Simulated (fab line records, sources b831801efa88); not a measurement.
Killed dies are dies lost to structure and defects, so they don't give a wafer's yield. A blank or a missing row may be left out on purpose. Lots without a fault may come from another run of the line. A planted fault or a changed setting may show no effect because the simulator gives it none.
fab line records | flow gf180mcu
record lots=12 wafers=36 last_day=34
route steps=602 shown SALICIDE@281 V2@398 M5@533 V5@564
lots that met no fault: from a run of the same line without faults
start_h: hours from the record's first day to the start of the lot's first wafer shown | wait_h: hours since the lot's step before | " the same as in the row above | L1.1+2: a row that stands for several wafers | - no value, or no start given | * or withheld: withheld | < > ~ a bound
route shown NAME@n: a module of which the file shows steps, and the number in the route of the first | usual: mean/standard deviation of fault-free wafers | same: alike in all rows | chamber/n: place in a boat | sites: the reading at each site | _std_site: their standard deviation | _edge_site: outer sites' mean less inner sites' | radius_mm: how far each site lies from the wafer's centre | mask NAME#n: copy n | behind: the tool/chamber that last shaped the wafer | hold: why the lot was held/for how many hours/how that ended | device: the transistor (n, p or np) that didn't switch | end of line: the same wafers' tests at the end of the route | a step without rows: its recipe alone | killed: dies lost to structure and defects at the first sort, not the wafer's yield | map: a wafer's dies, x killed, . not, _ none there
set.NAME: the setting as run; set.NAME@STEP: as run at that earlier step | model.NAME: the simulator's own value behind a step, which no gauge read
steps of the route over a sample of lots; a table a step, a row a wafer
services: from which hour (start_h, from the record's first day; less than 0 if before it) a tool's chamber was out of use, for how many hours, and why
## steps
# step GF_SALICIDE_SPUTTER_03
# recipe material=TiN target_thk_nm=20 power_w=6500 time_s=16.7 chamber_pressure_pa=0.4
# usual throttle_valve_pct=29.9/1.1
# columns lot.wafer tool chamber start_h wait_h throttle_valve_pct
L428.1 pvd_sputter-01 - 337.73 0.0 30.9
L428.2 " - " " 29.5
L428.3 " - " " 28.6
L429.1 pvd_sputter-03 - 347.88 0.0 32.1
L429.2 " - " " 29.2
L429.6 " - " " 28.4
L432.1 pvd_sputter-03 - 369.34 0.0 28.6
L432.3 " - " " 29.1
L432.6 " - " " 30.9
L433.1 pvd_sputter-01 - 376.68 0.0 29.7
L433.4 " - " " 30.8
L433.5 " - " " 28.6
L435.1 pvd_sputter-01 - 394.17 0.0 29.6
L435.2 " - " " 30.6
L435.6 " - " " 29.4
L436.2 pvd_sputter-01 - 404.08 0.0 28.7
L436.3 " - " " 29.8
L436.5 " - " " 29.6
L444.2 pvd_sputter-02 - 470.61 0.0 30.6
L444.3 " - " " 31.1
L444.5 " - " " 29.0
L446.1 pvd_sputter-02 - 492.26 0.0 30.3
L446.4 " - " " 30.9
L446.5 " - " " 29.0
L445.1 pvd_sputter-01 - 492.55 0.0 29.5
L445.2 " - " " 31.2
L445.3 " - " " 30.0
L447.1 pvd_sputter-03 - 500.25 0.0 28.8
L447.3 " - " " 30.4
L447.4 " - " " 28.9
L449.1 pvd_sputter-01 - 524.42 0.0 29.4
L449.4 " - " " 28.6
L449.5 " - " " 28.6
L450.3 pvd_sputter-01 - 536.39 0.0 31.0
L450.4 " - " " 29.7
L450.5 " - " " 28.5
# step GF_SALICIDE_RS_MEAS_04
# recipe thk_meas_gauge=four-point-probe reads=TiN_of_SALICIDE_SPUTTER_03+Co_of_SALICIDE_SPUTTER_02
# usual SALICIDE_TIN_RS=16.3/0.35
# columns lot.wafer tool chamber start_h wait_h SALICIDE_TIN_RS[ohm/sq]
L428.1 film_metro-02 - 337.76 0.0 16.4
L428.2 " - " " 16.6
L428.3 " - " " 17.1
L429.1 film_metro-03 - 347.91 0.0 16.2
L429.2 " - " " 16.2
L429.6 " - " " 15.7
L432.1 film_metro-02 - 369.37 0.0 15.8
L432.3 " - " " 16.3
L432.6 " - " " 16.6
L433.1 film_metro-02 - 376.71 0.0 16.0
L433.4 " - " " 15.9
L433.5 " - " " 16.4
L435.1 film_metro-03 - 394.20 0.0 12.7
L435.2 " - " " 16.1
L435.6 " - " " 16.1
L436.2 film_metro-02 - 404.13 0.0 16.6
L436.3 " - " " 12.6
L436.5 " - " " 16.1
L444.2 film_metro-01 - 470.65 0.0 16.2
L444.3 " - " " 16.2
L444.5 " - " " 15.9
L446.1 film_metro-02 - 492.29 0.0 16.5
L446.4 " - " " 16.4
L446.5 " - " " 15.9
L445.1 film_metro-01 - 492.58 0.0 16.1
L445.2 " - " " 16.3
L445.3 " - " " 16.4
L447.1 film_metro-02 - 500.28 0.0 16.4
L447.3 " - " " 16.7
L447.4 " - " " 16.5
L449.1 film_metro-01 - 524.45 0.0 16.3
L449.4 " - " " 16.9
L449.5 " - " " 16.8
L450.3 film_metro-03 - 536.46 0.1 16.1
L450.4 " - " " 16.5
L450.5 " - " " 17.2
# step GF_SALICIDE_THK_MEAS_05
# recipe thk_meas_gauge=xrf reads=TiN_of_SALICIDE_SPUTTER_03
# usual SALICIDE_TIN_THK=20.3/0.32
# columns lot.wafer tool chamber start_h wait_h SALICIDE_TIN_THK[nm]
L428.1 film_metro-02 - 337.88 0.1 20.8
L428.2 " - " " 20.4
L428.3 " - " " 20.0
L429.1 film_metro-03 - 348.03 0.1 20.0
L429.2 " - " " 20.3
L429.6 " - " " 20.6
L432.1 film_metro-02 - 369.49 0.1 20.8
L432.3 " - " " 20.6
L432.6 " - " " 20.0
L433.1 film_metro-02 - 376.83 0.1 20.9
L433.4 " - " " 20.6
L433.5 " - " " 20.5
L435.1 film_metro-03 - 394.32 0.1 36.4
L435.2 " - " " 20.2
L435.6 " - " " 19.8
L436.2 film_metro-02 - 404.24 0.1 20.4
L436.3 " - " " 37.0
L436.5 " - " " 20.5
L444.2 film_metro-01 - 470.76 0.1 20.5
L444.3 " - " " 20.2
L444.5 " - " " 20.4
L446.1 film_metro-02 - 492.41 0.1 20.4
L446.4 " - " " 20.4
L446.5 " - " " 20.8
L445.1 film_metro-01 - 492.70 0.1 20.5
L445.2 " - " " 20.8
L445.3 " - " " 20.5
L447.1 film_metro-02 - 500.40 0.1 20.1
L447.3 " - " " 20.1
L447.4 " - " " 20.2
L449.1 film_metro-01 - 524.57 0.1 20.5
L449.4 " - " " 20.2
L449.5 " - " " 20.1
L450.3 film_metro-03 - 536.56 0.1 20.3
L450.4 " - " " 20.1
L450.5 " - " " 19.9
# step GF_V2_ETCH_16
# recipe chemistry=N2/H2 target_depth_a=withheld overetch_a=withheld time_s=withheld target=BARC ion_energy_ev=200 source_w=500 bias_w=100 pressure_mtorr=30 n2_flow_sccm=100 h2_flow_sccm=200
# usual drypump_motor_current_A=5.5/0.59 n2_flow_sccm=100.0/0.32 oes_product_au=0.854/0.0044 throttle_valve_pct=13.225/0.0094
# columns lot.wafer tool chamber start_h wait_h drypump_motor_current_A n2_flow_sccm oes_product_au throttle_valve_pct
L428.1 rie_diel-04 2 458.89 0.0 4.7 100.0 0.867 13.229
L428.2 " 0 " " 6.1 99.2 0.852 13.230
L428.3 " 3 " " 4.7 100.1 0.855 13.223
L429.1 rie_diel-03 2 471.10 0.0 5.9 99.7 0.859 13.235
L429.2 " 0 " " 5.1 99.5 0.865 13.244
L429.6 " 1 " " 6.5 100.1 0.852 13.222
L432.1 rie_diel-03 1 493.88 0.0 6.5 99.9 0.853 13.217
L432.3 " 2 " " 5.9 100.5 0.852 13.238
L432.6 " 2 " " 5.9 99.9 0.859 13.240
L433.1 rie_diel-04 0 502.34 0.0 6.0 100.1 0.845 13.217
L433.4 " 1 " " 5.3 100.3 0.850 13.236
L433.5 " 0 " " 6.0 99.6 0.855 13.225
L435.1 rie_diel-01 2 520.53 0.0 5.5 100.2 0.857 13.236
L435.2 " 1 " " 5.2 99.8 0.852 13.226
L435.6 " 1 " " 5.2 99.9 0.857 13.216
L436.2 rie_diel-03 0 528.88 0.0 5.1 99.9 0.852 13.218
L436.3 " 1 " " 6.5 99.7 0.860 13.228
L436.5 " 1 " " 6.5 99.9 0.858 13.205
L444.2 rie_diel-01 1 589.85 0.0 5.2 100.4 0.851 13.226
L444.3 " 2 " " 5.5 99.8 0.850 13.216
L444.5 " 3 " " 5.7 99.8 0.860 13.220
L446.1 rie_diel-04 3 609.78 0.0 4.7 100.2 0.860 13.212
L446.4 " 0 " " 6.1 100.0 0.849 13.219
L446.5 " 1 " " 5.3 99.9 0.848 13.239
L445.1 rie_diel-01 1 610.13 0.0 5.2 100.5 0.851 13.229
L445.2 " 2 " " 5.5 100.0 0.857 13.214
L445.3 " 3 " " 5.7 100.3 0.858 13.203
L447.1 rie_diel-04 3 615.24 0.0 4.7 99.5 0.854 13.233
L447.3 " 1 " " 5.3 99.8 0.855 13.226
L447.4 " 2 " " 4.7 99.7 0.858 13.224
L449.1 rie_diel-04 3 637.43 0.0 4.7 100.2 0.855 13.222
L449.4 " 0 " " 6.1 99.7 0.850 13.225
L449.5 " 3 " " 4.7 99.6 0.860 13.231
L450.3 rie_diel-03 3 650.64 0.0 6.0 100.6 0.852 13.223
L450.4 " 1 " " 6.5 99.8 0.856 13.223
L450.5 " 2 " " 5.9 99.6 0.855 13.216
# step GF_M5_CD_MEAS_07
# recipe target_cd_nm=280
# usual cd_nm=280.2/1.1
# columns lot.wafer tool chamber start_h wait_h cd_nm
L428.1 cd_sem-01 - 601.27 0.1 281.6
L428.2 " - " " 281.0
L428.3 " - " " 281.1
L429.1 cd_sem-02 - 613.63 0.1 278.5
L429.2 " - " " 277.8
L429.6 " - " " 278.8
L432.1 cd_sem-02 - 632.12 0.1 281.9
L432.3 " - " " 282.1
L432.6 " - " " 279.8
L433.1 cd_sem-01 - 640.23 0.1 278.5
L433.4 " - " " 278.6
L433.5 " - " " 280.5
L435.1 cd_sem-01 - 657.42 0.1 278.0
L435.2 " - " " 281.1
L435.6 " - " " 279.6
L436.2 cd_sem-02 - 666.27 0.1 279.8
L436.3 " - " " 280.1
L436.5 " - " " 279.2
L444.2 cd_sem-02 - 716.09 0.1 279.2
L444.3 " - " " 279.3
L444.5 " - " " 278.8
L445.1 cd_sem-01 - 733.85 0.1 280.3
L445.2 " - " " 279.6
L445.3 " - " " 280.8
L446.1 cd_sem-02 - 734.20 0.1 278.9
L446.4 " - " " 278.8
L446.5 " - " " 279.2
L447.1 cd_sem-01 - 738.45 0.1 279.2
L447.3 " - " " 279.2
L447.4 " - " " 278.4
L449.1 cd_sem-01 - 755.12 0.1 279.0
L449.4 " - " " 279.4
L449.5 " - " " 280.1
L450.3 cd_sem-02 - 768.11 0.1 280.2
L450.4 " - " " 280.1
L450.5 " - " " 280.1
# step GF_V5_RS_MEAS_24
# recipe thk_meas_gauge=four-point-probe reads=W_of_V5_CVD_23+TiN_of_V5_SPUTTER_22+Ti_of_V5_SPUTTER_21
# usual V5_W_RS=0.328/0.0034
# columns lot.wafer tool chamber start_h wait_h V5_W_RS[ohm/sq]
L428.1 film_metro-01 - 624.80 0.1 0.330
L428.2 " - " " 0.333
L428.3 " - " " 0.331
L429.1 film_metro-01 - 636.69 0.3 0.326
L429.2 " - " " 0.330
L429.6 " - " " 0.329
L432.1 film_metro-01 - 654.85 0.2 0.327
L432.3 " - " " 0.324
L432.6 " - " " 0.328
L433.1 film_metro-01 - 662.37 0.1 0.333
L433.4 " - " " 0.333
L433.5 " - " " 0.330
L435.1 film_metro-01 - 679.73 0.1 0.326
L435.2 " - " " 0.330
L435.6 " - " " 0.328
L436.2 film_metro-03 - 687.58 0.1 0.325
L436.3 " - " " 0.322
L436.5 " - " " 0.325
L444.2 film_metro-01 - 736.63 0.1 0.332
L444.3 " - " " 0.331
L444.5 " - " " 0.327
L445.1 film_metro-03 - 753.69 0.1 0.328
L445.2 " - " " 0.330
L445.3 " - " " 0.327
L446.1 film_metro-01 - 754.08 0.1 0.332
L446.4 " - " " 0.333
L446.5 " - " " 0.332
L447.1 film_metro-03 - 758.04 0.1 0.324
L447.3 " - " " 0.331
L447.4 " - " " 0.327
L449.1 film_metro-01 - 774.02 0.1 0.326
L449.4 " - " " 0.325
L449.5 " - " " 0.324
L450.3 film_metro-01 - 785.81 0.1 0.332
L450.4 " - " " 0.329
L450.5 " - " " 0.328
## services
# columns tool chamber start_h hours kind
pvd_sputter-01 0 330.45 - consumable_replace:kit
pvd_sputter-01 0 330.45 18.0 scheduled_down
pvd_sputter-01 0 330.45 18.0 vent_cycle
rie_diel-01 0 384.87 2.6 repair
pvd_sputter-03 - 407.24 5.0 repair
pvd_sputter-02 - 427.91 0.9 repair
rie_diel-03 - 434.20 2.8 pm
rie_diel-03 1 439.59 9.2 repair
rie_diel-04 - 446.03 0.3 repair
rie_diel-04 0 461.29 3.6 repair
pvd_sputter-02 - 463.98 2.9 repair
rie_diel-03 0 477.43 6.4 repair
pvd_sputter-02 - 488.11 0.9 repair
rie_diel-04 3 497.06 9.8 repair
rie_diel-03 1 530.49 4.2 repair
pvd_sputter-01 - 530.51 1.1 repair
pvd_sputter-03 - 536.83 2.3 repair
rie_diel-04 - 543.17 2.8 pm
rie_diel-01 - 564.48 2.8 pm
rie_diel-03 - 576.00 11.4 repair
pvd_sputter-03 - 588.24 3.9 repair
rie_diel-01 3 600.57 8.4 repair
rie_diel-01 1 603.14 5.0 repair
rie_diel-01 1 648.03 4.5 repair
## key
first_sign step=GF_SALICIDE_RS_MEAS_04 reading=SALICIDE_TIN_RS direction=down sigmas=11 usual=16.3 struck=12.6
effect step=GF_SALICIDE_THK_MEAS_05 reading=SALICIDE_TIN_THK direction=up sigmas=52 usual=20.3 struck=36.7
met_at GF_SALICIDE_SPUTTER_03
struck_lots L435,L436
struck_wafers L435.1,L436.3
tester_left_out L435,L436
not_acting_at GF_V2_ETCH_16,GF_M5_CD_MEAS_07,GF_V5_RS_MEAS_24
onset_between 376.68 394.17
fault kind=process_parameter_drift tool=pvd_sputter-01 chamber=- onset_h=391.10 steps=GF_SALICIDE_SPUTTER_03 channel=target_thk_nm offset=16.083 shape=step end_h=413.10 scope=struck_wafers_only acts_in=these_recipes_only stated=20
# tester_left_out: of these lots the tester's yield and bins aren't shown, on N5 and GAA mostly nor the transistor test; their killed dies are dies lost to structure and defects alone, not to doping, threshold or leakage, so they don't give the yield
